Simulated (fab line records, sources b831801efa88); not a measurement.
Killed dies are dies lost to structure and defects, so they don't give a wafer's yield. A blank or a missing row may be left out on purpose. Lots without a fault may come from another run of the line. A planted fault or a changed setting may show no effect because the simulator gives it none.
fab line records | flow sky130
record lots=6 wafers=18 last_day=50
route steps=708 shown VIA4@659 METAL5@661 PAD_OPEN@708
lots that met no fault: from a run of the same line without faults
start_h: hours from the record's first day to the start of the lot's first wafer shown | wait_h: hours since the lot's step before | " the same as in the row above | L1.1+2: a row that stands for several wafers | - no value, or no start given | * or withheld: withheld | < > ~ a bound
route shown NAME@n: a module of which the file shows steps, and the number in the route of the first | usual: mean/standard deviation of fault-free wafers | same: alike in all rows | chamber/n: place in a boat | sites: the reading at each site | _std_site: their standard deviation | _edge_site: outer sites' mean less inner sites' | radius_mm: how far each site lies from the wafer's centre | mask NAME#n: copy n | behind: the tool/chamber that last shaped the wafer | hold: why the lot was held/for how many hours/how that ended | device: the transistor (n, p or np) that didn't switch | end of line: the same wafers' tests at the end of the route | a step without rows: its recipe alone | killed: dies lost to structure and defects at the first sort, not the wafer's yield | map: a wafer's dies, x killed, . not, _ none there
set.NAME: the setting as run; set.NAME@STEP: as run at that earlier step | model.NAME: the simulator's own value behind a step, which no gauge read
lots at some steps of the route; a table a step, a row a wafer
services: from which hour (start_h, from the record's first day; less than 0 if before it) a tool's chamber was out of use, for how many hours, and why
## steps
# step SKY_VIA4_THK_MEAS_20
# recipe thk_meas_gauge=xrf reads=W_of_VIA4_CVD_18
# usual VIA4_W_THK=503/9.5
# columns lot.wafer tool chamber start_h wait_h VIA4_W_THK[nm]
L815.1 film_metro-02 - 1028.27 0.1 517
L815.2 " - " " 493
L815.6 " - " " 493
L828.1 film_metro-02 - 1092.33 0.1 493
L828.2 " - " " 517
L828.5 " - " " 490
L829.1 film_metro-02 - 1101.93 0.1 498
L829.4 " - " " 515
L829.6 " - " " 516
L832.1 film_metro-04 - 1119.95 0.1 512
L832.2 " - " " 489
L832.3 " - " " 493
L835.2 film_metro-02 - 1133.03 0.1 510
L835.3 " - " " 483
L835.4 " - " " 513
L837.1 film_metro-04 - 1145.13 0.1 500
L837.3 " - " " 495
L837.6 " - " " 495
# step SKY_VIA4_CMP_21
# recipe stop_on=SiO2 t_overpolish_s=25 down_force_psi=3.5 platen_rpm=60 target_thk_nm=0 pad_velocity_m_s=0.94248
# usual motor_current_A=10.8/0.87 overpolish_run_s=25.000/0.0095 time_to_endpoint_s=125/4.4
# columns lot.wafer tool chamber start_h wait_h motor_current_A overpolish_run_s time_to_endpoint_s
L815.2 cmp-02 0 1028.33 0.0 11.8 24.999 120
L815.1 " 3 " " 10.3 25.006 124
L815.6 " 0 " " 12.0 24.991 119
L828.1 cmp-02 2 1092.39 0.1 10.7 25.004 124
L828.2 " 3 " " 10.8 25.009 125
L828.5 " 2 " " 11.2 24.988 124
L829.1 cmp-01 0 1102.19 0.3 10.5 24.986 131
L829.4 " 1 " " 9.9 25.009 137
L829.6 " 0 " " 10.6 24.983 138
L832.1 cmp-01 3 1120.15 0.2 10.5 25.010 125
L832.3 " 0 " " 10.3 24.997 122
L832.2 " 2 " " 11.4 24.993 118
L835.4 cmp-01 1 1133.08 0.0 10.2 25.004 136
L835.3 " 2 " " 12.2 25.002 122
L835.2 " 0 " " 10.9 24.998 133
L837.1 cmp-01 2 1145.24 0.1 12.5 24.992 124
L837.3 " 0 " " 11.3 25.000 127
L837.6 " 1 " " 9.5 24.997 125
# step SKY_METAL5_SPUTTER_00
# recipe material=Ti target_thk_nm=15 power_w=3000 time_s=10 chamber_pressure_pa=0.4
# usual throttle_valve_pct=30.4/1
# columns lot.wafer tool chamber start_h wait_h throttle_valve_pct
L815.1 pvd_sputter-01 - 1028.63 0.1 28.4
L815.2 " - " " 32.3
L815.6 " - " " 30.6
L828.1 pvd_sputter-01 - 1092.69 0.2 28.5
L828.2 " - " " 30.4
L828.5 " - " " 31.3
L829.1 pvd_sputter-03 - 1102.49 0.2 29.9
L829.4 " - " " 31.3
L829.6 " - " " 31.2
L832.1 pvd_sputter-02 - 1120.45 0.2 29.3
L832.2 " - " " 30.7
L832.3 " - " " 31.8
L835.2 pvd_sputter-01 - 1133.38 0.1 28.5
L835.3 " - " " 32.2
L835.4 " - " " 31.6
L837.1 pvd_sputter-01 - 1145.49 0.2 32.2
L837.3 " - " " 30.5
L837.6 " - " " 28.5
# step SKY_METAL5_SPUTTER_01
# recipe material=TiN target_thk_nm=20 power_w=6500 time_s=16.7 chamber_pressure_pa=0.4
# step SKY_METAL5_SPUTTER_02
# recipe material=AlCu target_thk_nm=1150 power_w=10600 time_s=61.2 chamber_pressure_pa=0.4
# usual throttle_valve_pct=30.4/1
# columns lot.wafer tool chamber start_h wait_h throttle_valve_pct
L815.1 pvd_sputter-01 - 1028.68 0.0 28.4
L815.2 " - " " 32.2
L815.6 " - " " 30.6
L828.1 pvd_sputter-01 - 1092.74 0.0 28.2
L828.2 " - " " 30.4
L828.5 " - " " 31.4
L829.1 pvd_sputter-03 - 1102.54 0.0 30.1
L829.4 " - " " 31.1
L829.6 " - " " 31.2
L832.1 pvd_sputter-02 - 1120.50 0.0 29.3
L832.2 " - " " 31.1
L832.3 " - " " 32.1
L835.2 pvd_sputter-01 - 1133.43 0.0 28.0
L835.3 " - " " 32.1
L835.4 " - " " 31.5
L837.1 pvd_sputter-01 - 1145.54 0.0 31.9
L837.3 " - " " 30.5
L837.6 " - " " 28.4
# step SKY_METAL5_SPUTTER_03
# recipe material=Ti target_thk_nm=5 power_w=3000 time_s=3.3 chamber_pressure_pa=0.4
# usual throttle_valve_pct=30.4/1
# columns lot.wafer tool chamber start_h wait_h throttle_valve_pct
L815.1 pvd_sputter-01 - 1028.73 0.0 28.5
L815.2 " - " " 32.0
L815.6 " - " " 30.3
L828.1 pvd_sputter-01 - 1092.79 0.0 28.4
L828.2 " - " " 30.3
L828.5 " - " " 31.1
L829.1 pvd_sputter-03 - 1102.59 0.0 29.7
L829.4 " - " " 31.2
L829.6 " - " " 31.2
L832.1 pvd_sputter-02 - 1120.55 0.0 29.4
L832.2 " - " " 30.6
L832.3 " - " " 32.0
L835.2 pvd_sputter-01 - 1133.48 0.0 28.5
L835.3 " - " " 32.4
L835.4 " - " " 31.4
L837.1 pvd_sputter-01 - 1145.59 0.0 32.1
L837.3 " - " " 30.4
L837.6 " - " " 28.1
# step SKY_METAL5_SPUTTER_04
# recipe material=TiN target_thk_nm=70 power_w=6500 time_s=58.3 chamber_pressure_pa=0.4
# usual throttle_valve_pct=30.4/1
# columns lot.wafer tool chamber start_h wait_h throttle_valve_pct
L815.1 pvd_sputter-01 - 1028.75 0.0 28.5
L815.2 " - " " 32.1
L815.6 " - " " 30.5
L828.1 pvd_sputter-01 - 1092.80 0.0 28.4
L828.2 " - " " 30.5
L828.5 " - " " 31.3
L829.1 pvd_sputter-03 - 1102.61 0.0 29.6
L829.4 " - " " 31.0
L829.6 " - " " 31.2
L832.1 pvd_sputter-02 - 1120.57 0.0 29.3
L832.2 " - " " 31.0
L832.3 " - " " 32.0
L835.2 pvd_sputter-01 - 1133.50 0.0 28.5
L835.3 " - " " 32.1
L835.4 " - " " 31.5
L837.1 pvd_sputter-01 - 1145.61 0.0 32.3
L837.3 " - " " 30.3
L837.6 " - " " 28.6
# step SKY_METAL5_RS_MEAS_05
# recipe thk_meas_gauge=four-point-probe reads=TiN_of_METAL5_SPUTTER_04+Ti_of_METAL5_SPUTTER_03+AlCu_of_METAL5_SPUTTER_02+TiN_of_METAL5_SPUTTER_01+Ti_of_METAL5_SPUTTER_00
# usual METAL5_ALCU_RS=0.02706/0.0003
# columns lot.wafer tool chamber start_h wait_h METAL5_ALCU_RS[ohm/sq]
L815.1 film_metro-01 - 1028.79 0.0 0.02716
L815.2 " - " " 0.02688
L815.6 " - " " 0.02728
L828.1 film_metro-03 - 1092.85 0.0 0.02736
L828.2 " - " " 0.02731
L828.5 " - " " 0.02749
L829.1 film_metro-04 - 1102.66 0.0 0.02665
L829.4 " - " " 0.02648
L829.6 " - " " 0.02637
L832.1 film_metro-03 - 1120.61 0.0 0.02676
L832.2 " - " " 0.02678
L832.3 " - " " 0.02674
L835.2 film_metro-03 - 1133.57 0.0 0.02764
L835.3 " - " " 0.02771
L835.4 " - " " 0.02746
L837.1 film_metro-01 - 1145.66 0.0 0.02748
L837.3 " - " " 0.02713
L837.6 " - " " 0.02723
# step SKY_METAL5_THK_MEAS_06
# recipe thk_meas_gauge=xrf reads=AlCu_of_METAL5_SPUTTER_02
# usual METAL5_ALCU_THK=1135/12
# columns lot.wafer tool chamber start_h wait_h METAL5_ALCU_THK[nm]
L815.1 film_metro-01 - 1028.91 0.1 1127
L815.2 " - " " 1136
L815.6 " - " " 1123
L828.1 film_metro-03 - 1092.97 0.1 1134
L828.2 " - " " 1127
L828.5 " - " " 1128
L829.1 film_metro-04 - 1102.78 0.1 1140
L829.4 " - " " 1150
L829.6 " - " " 1152
L832.1 film_metro-03 - 1120.73 0.1 1151
L832.2 " - " " 1147
L832.3 " - " " 1154
L835.2 film_metro-03 - 1133.68 0.1 1112
L835.3 " - " " 1110
L835.4 " - " " 1127
L837.1 film_metro-01 - 1145.78 0.1 1113
L837.3 " - " " 1129
L837.6 " - " " 1127
# step SKY_METAL5_DEHYDRATE_07
# recipe temp_c=200 time_s=60
# step SKY_METAL5_HMDS_08
# recipe prime_time_s=60 prime_temp_c=120
# step SKY_METAL5_COAT_09
# recipe resist=NOVOLAK spin_rpm=3000 resist_thk_nm=1800
# step SKY_METAL5_SOFTBAKE_10
# recipe temp_c=90 time_s=60 resist=NOVOLAK
# usual chill_plate_temp_C=22.98/0.11 heater_power_total_W=56.59/0.045 plate_temp_C=90.02/0.13
# columns lot.wafer tool chamber start_h wait_h chill_plate_temp_C heater_power_total_W plate_temp_C
L815.1 litho_track-03 0 1039.62 0.1 22.98 56.59 90.21
L815.2 " 0 " " 22.84 56.57 90.21
L815.6 " 0 " " 22.97 56.62 90.13
L828.1 litho_track-04 0 1103.39 0.1 23.18 56.55 90.15
L828.2 " 0 " " 23.10 56.61 90.07
L828.5 " 0 " " 23.17 56.54 90.00
L829.1 litho_track-04 0 1112.64 0.1 22.95 57.97 91.64
L829.4 " 0 " " 23.01 58.05 91.61
L829.6 " 0 " " 23.04 58.04 91.62
L832.1 litho_track-04 0 1130.04 0.1 22.85 58.00 91.60
L832.2 " 0 " " 23.00 58.08 91.74
L832.3 " 0 " " 22.82 58.07 91.71
L835.2 litho_track-02 0 1143.64 0.1 22.94 56.52 90.08
L835.3 " 0 " " 23.06 56.66 90.05
L835.4 " 0 " " 23.06 56.58 90.04
L837.1 litho_track-02 0 1154.46 0.1 23.08 56.63 89.95
L837.3 " 0 " " 22.89 56.54 89.94
L837.6 " 0 " " 22.99 56.52 89.97
# step SKY_METAL5_EXPOSE_11
# recipe mask_id=MM5 na=0.6 source_shape=conventional sigma_outer=0.6 polarization=unpolarized target_cd_nm=1600 dose_mj=190
# step SKY_PAD_OPEN_PROBE_99
# usual defect_limited_yield=82.4/2 killed_at_M0_to_M3=44/7.4 killed_at_M4_up=3.1/1.8 killed_at_contacts=24/5.6 killed_at_front_end=15/4.9 killed_at_other=0.4/0.59 killed_dies=87/9.8 killed_open=47/7.2 killed_short=39/6.8 sort_bin_3_pad_short=0.9/0.41 sort_bin_5_function=10.3/1.6 sort_bin_6_memory=6.5/1.1 sort_n_pass=405/9.8 sort_yield_pct=82.4/2
# same gross_dies=492 killed_at_back_side=0 sort_bin_4_leakage[%]=0 sort_bin_8_speed[%]=0
# columns lot.wafer tool chamber start_h wait_h defect_limited_yield[%] killed_at_M0_to_M3 killed_at_M4_up killed_at_contacts killed_at_front_end killed_at_other killed_dies killed_open killed_short sort_bin_3_pad_short[%] sort_bin_5_function[%] sort_bin_6_memory[%] sort_n_pass sort_yield_pct[%]
L815.1 prober-02 - 1097.30 0.1 83.9 42 4 16 16 1 79 35 44 1.4 9.3 5.3 413 83.9
L815.2 prober-02 - 1097.35 0.1 85.4 47 0 15 10 0 72 37 33 0.6 9.6 4.5 420 85.4
L815.6 prober-02 - 1097.55 0.2 81.9 51 3 24 11 0 89 49 39 2.0 9.3 6.7 403 81.9
L828.1 prober-01 - 1155.42 0.1 80.5 52 3 27 13 1 96 49 47 1.2 12.4 5.9 396 80.5
L828.2 prober-01 - 1155.47 0.1 84.6 39 3 19 14 1 76 43 33 0.2 8.5 6.7 416 84.6
L828.5 prober-01 - 1155.62 0.2 82.7 43 3 27 12 0 85 45 39 1.0 8.5 7.7 407 82.7
L829.1 prober-02 - 1163.31 0.1 79.7 57 1 22 20 0 100 58 42 0.4 14.0 5.9 392 79.7
L829.4 prober-02 - 1163.46 0.2 81.5 43 1 20 27 0 91 56 35 0.4 10.6 7.5 401 81.5
L829.6 prober-02 - 1163.56 0.2 85.2 42 4 15 12 0 73 34 39 0.6 9.6 4.7 419 85.2
L832.1 prober-01 - 1177.98 0.1 83.1 34 3 35 10 1 83 51 31 0.4 9.6 6.9 409 83.1
L832.2 prober-01 - 1178.03 0.1 81.9 49 3 22 15 0 89 47 42 0.4 12.0 5.7 403 81.9
L832.3 prober-01 - 1178.08 0.2 82.9 34 3 28 18 1 84 55 29 0.8 10.2 6.1 408 82.9
L835.2 prober-02 - 1189.84 0.1 83.7 41 2 21 16 0 80 47 33 1.0 7.9 7.3 412 83.7
L835.3 prober-02 - 1189.89 0.2 83.9 38 1 26 13 1 79 46 33 1.2 7.7 7.1 413 83.9
L835.4 prober-02 - 1189.94 0.2 81.9 43 3 21 20 2 89 38 50 1.4 9.3 7.3 403 81.9
L837.1 prober-01 - 1199.29 0.1 80.9 61 2 14 17 0 94 44 50 1.6 11.4 6.1 398 80.9
L837.3 prober-01 - 1199.39 0.2 84.3 39 1 26 10 1 77 41 36 0.6 9.1 5.9 415 84.3
L837.6 prober-01 - 1199.54 0.2 82.7 44 2 28 11 0 85 58 27 1.2 10.4 5.7 407 82.7
# killed by level:class
L815.1 METAL1:geometric_particle:short=11 METAL2:geometric_particle:short=7 CONTACT:geometric_particle:open=6 VIA1:geometric_particle:short=6 VIA2:geometric_particle:open=5 LI_CONTACT:geometric_particle:open=5 VIA3:geometric_particle:open=5 POLY_GATE:geometric_particle:short=4
L815.2 VIA3:geometric_particle:open=10 VIA1:geometric_particle:open=9 METAL1:geometric_particle:short=6 METAL2:geometric_particle:short=6 LI_CONTACT:geometric_particle:open=5 METAL3:geometric_particle:short=5 CONTACT:geometric_particle:short=3 CONTACT:geometric_particle:open=3
L815.6 VIA1:geometric_particle:open=17 METAL1:geometric_particle:short=10 LI_CONTACT:geometric_particle:open=9 METAL2:geometric_particle:short=6 FIELD_ISO:geometric_particle:open=5 VIA1:geometric_particle:short=4 LOCAL_INTERCONNECT:geometric_particle:short=4 CONTACT:geometric_particle:short=4
L828.1 VIA1:geometric_particle:open=18 CONTACT:geometric_particle:open=9 METAL2:geometric_particle:short=9 LOCAL_INTERCONNECT:geometric_particle:short=7 VIA2:geometric_particle:open=6 CONTACT:geometric_particle:short=6 POLY_GATE:geometric_particle:short=5 VIA1:geometric_particle:short=5
L828.2 VIA1:geometric_particle:open=8 CONTACT:geometric_particle:open=7 CONTACT:geometric_particle:short=6 METAL1:geometric_particle:short=6 VIA2:geometric_particle:open=6 VIA3:geometric_particle:open=6 POLY_GATE:geometric_particle:short=5 LI_CONTACT:geometric_particle:open=5
L828.5 VIA1:geometric_particle:open=8 LI_CONTACT:geometric_particle:open=7 VIA2:geometric_particle:open=7 LI_CONTACT:geometric_particle:short=6 CONTACT:geometric_particle:open=6 VIA1:geometric_particle:short=5 LOCAL_INTERCONNECT:geometric_particle:short=4 VIA3:geometric_particle:open=4
L829.1 VIA1:geometric_particle:open=11 VIA3:geometric_particle:open=11 CONTACT:geometric_particle:open=10 POLY_GATE:geometric_particle:open=6 METAL1:geometric_particle:short=6 LI_CONTACT:geometric_particle:open=5 CONTACT:geometric_particle:short=5 METAL2:geometric_particle:short=5
L829.4 VIA1:geometric_particle:open=13 LI_CONTACT:geometric_particle:open=9 FIELD_ISO:geometric_particle:open=8 CONTACT:geometric_particle:open=7 METAL2:geometric_particle:short=7 POLY_GATE:geometric_particle:open=6 VIA2:geometric_particle:open=6 METAL3:geometric_particle:short=4
L829.6 VIA3:geometric_particle:open=7 VIA1:geometric_particle:short=7 VIA1:geometric_particle:open=6 METAL2:geometric_particle:short=6 POLY_GATE:geometric_particle:short=5 LI_CONTACT:geometric_particle:open=5 CONTACT:geometric_particle:short=5 CONTACT:geometric_particle:open=5
L832.1 LI_CONTACT:geometric_particle:open=12 CONTACT:geometric_particle:open=12 VIA1:geometric_particle:open=8 VIA3:geometric_particle:open=6 VIA1:geometric_particle:short=5 VIA3:geometric_particle:short=4 CONTACT:geometric_particle:short=4 VIA2:geometric_particle:open=4
L832.2 VIA1:geometric_particle:open=9 VIA3:geometric_particle:open=9 VIA2:geometric_particle:open=8 VIA2:geometric_particle:short=8 METAL1:geometric_particle:short=7 LI_CONTACT:geometric_particle:open=6 LI_CONTACT:geometric_particle:short=4 LOCAL_INTERCONNECT:geometric_particle:short=4
L832.3 CONTACT:geometric_particle:open=11 FIELD_ISO:geometric_particle:open=8 LI_CONTACT:geometric_particle:open=8 VIA3:geometric_particle:open=8 VIA1:geometric_particle:open=7 CONTACT:geometric_particle:short=5 VIA2:geometric_particle:open=4 METAL1:geometric_particle:short=4
L835.2 VIA1:geometric_particle:open=13 LI_CONTACT:geometric_particle:open=8 METAL2:geometric_particle:short=7 POLY_GATE:geometric_particle:short=6 VIA2:geometric_particle:open=6 FIELD_ISO:geometric_particle:open=4 CONTACT:geometric_particle:open=4 VIA3:geometric_particle:open=4
L835.3 LI_CONTACT:geometric_particle:open=11 VIA3:geometric_particle:open=8 CONTACT:geometric_particle:short=7 CONTACT:geometric_particle:open=7 METAL1:geometric_particle:short=5 METAL2:geometric_particle:short=5 VIA2:geometric_particle:open=5 VIA1:geometric_particle:open=4
L835.4 VIA1:geometric_particle:open=11 FIELD_ISO:geometric_particle:short=7 VIA3:geometric_particle:short=7 METAL2:geometric_particle:short=6 POLY_GATE:geometric_particle:short=5 LOCAL_INTERCONNECT:geometric_particle:short=5 CONTACT:geometric_particle:open=5 VIA3:geometric_particle:open=5
L837.1 VIA1:geometric_particle:open=14 VIA1:geometric_particle:short=12 METAL1:geometric_particle:short=10 VIA3:geometric_particle:open=8 CONTACT:geometric_particle:open=5 VIA2:geometric_particle:open=5 FIELD_ISO:geometric_particle:open=4 FIELD_ISO:geometric_particle:short=4
L837.3 CONTACT:geometric_particle:open=11 VIA1:geometric_particle:open=6 VIA2:geometric_particle:open=6 CONTACT:geometric_particle:short=5 LI_CONTACT:geometric_particle:open=5 VIA1:geometric_particle:short=5 VIA3:geometric_particle:open=4 METAL1:geometric_particle:short=4
L837.6 VIA1:geometric_particle:open=15 CONTACT:geometric_particle:open=11 LI_CONTACT:geometric_particle:open=8 LOCAL_INTERCONNECT:geometric_particle:short=5 METAL2:geometric_particle:short=5 VIA2:geometric_particle:open=5 VIA3:geometric_particle:open=5 CONTACT:geometric_particle:short=4
## services
# columns tool chamber start_h hours kind
cmp-01 - 1027.49 0.2 repair
cmp-02 - 1032.57 5.8 pm
pvd_sputter-01 - 1048.43 25.2 repair
pvd_sputter-01 - 1054.38 3.5 repair
cmp-01 - 1076.83 0.5 repair
cmp-02 - 1084.29 4.0 pm
cmp-02 - 1088.29 - consumable_replace:conditioner
cmp-02 - 1088.29 - consumable_replace:pad
cmp-02 - 1112.14 0.4 repair
## key
first_sign step=SKY_METAL5_SOFTBAKE_10 reading=heater_power_total_W direction=up sigmas=32 usual=* struck=*
effect step=SKY_METAL5_SOFTBAKE_10 reading=plate_temp_C direction=up sigmas=13 usual=* struck=*
met_at SKY_METAL5_SOFTBAKE_10
struck_wafers L829.1,L829.4,L829.6,L832.1,L832.2,L832.3
onset_between 1103.39 1112.64
fault kind=process_parameter_drift tool=litho_track-04 chamber=- onset_h=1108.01 steps=SKY_METAL5_SOFTBAKE_10 channel=temp_c offset=* shape=step end_h=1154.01 acts_in=* stated=*
